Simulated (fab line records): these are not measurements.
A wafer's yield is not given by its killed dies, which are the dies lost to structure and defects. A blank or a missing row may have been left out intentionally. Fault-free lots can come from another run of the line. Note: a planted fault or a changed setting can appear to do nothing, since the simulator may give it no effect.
Which of the tools did it?    flow gf180mcu    6 lots, 18 wafers sampled, at 3 steps of a route of 602

## WHAT EACH GAUGE READ, for each wafer
GF_LVPWELL_OVL_MEAS_07.
lot   measured     on          LVPWELL_OVL (nm)
L159  day 4 01:52  overlay-02  -0.8 -3.0 -1.6
L161  day 4 13:43  overlay-01  2.6 0.3 -1.2
L167  day 6 03:04  overlay-01  -2.2 0.2 0.3
L174  day 7 15:07  overlay-02  -1.2 -2.1 0.5
L179  day 8 21:49  overlay-01  2.4 0.9 1.6
L181  day 9 08:15  overlay-01  1.3 1.7 3.0

## EACH LOT AND THE TOOL THAT RAN IT (in order: tool; ch and the chambers of the sampled wafers; start)
lot   GF_STI_ETCH_13                     GF_LVPWELL_EXPOSE_04
L159  rie-diel-01 ch 1,2,3, day 2 06:41  iline-stepper-01 ch 0, day 3 19:29
L161  rie-diel-03 ch 0,2, day 2 17:02    iline-stepper-02 ch 0, day 4 06:31
L167  rie-diel-01 ch 1,2,3, day 4 01:17  iline-stepper-01 ch 0, day 5 19:08
L174  rie-diel-02 ch 1,2, day 5 11:56    iline-stepper-02 ch 0, day 7 07:40
L179  rie-diel-01 ch 0,2, day 6 13:50    iline-stepper-02 ch 0, day 8 13:31
L181  rie-diel-01 ch 0,1, day 6 23:35    iline-stepper-01 ch 0, day 8 23:42
- GF_STI_ETCH_13: etches the open film in CHF3/O2, stops on Si, target depth 282.31 nm, time 112.9 s.
- GF_LVPWELL_EXPOSE_04: exposes mask LVPWELL, target cd 600 nm.

## THE ANSWER, worked out from the rows above alone
Rule: what is usual is taken from the lots themselves. The widest of any qualifying gaps counts: lots, ordered by their means at a reading, are off when they make up no more than a third of the lots, leave a main group of 4 or more, and stand apart from it by 3 or more times the standard deviation of that group's means. If all means in a main group match to the digits the tables above print for the reading, that group is not used. Also off: a lot with no number at a reading for which 4 or more lots have one. All remaining lots with rows at the step are treated as sound.
No lot is off on any of the readings shown, so nothing can be concluded from this.

## WHAT THE SIMULATOR HAD INSERTED
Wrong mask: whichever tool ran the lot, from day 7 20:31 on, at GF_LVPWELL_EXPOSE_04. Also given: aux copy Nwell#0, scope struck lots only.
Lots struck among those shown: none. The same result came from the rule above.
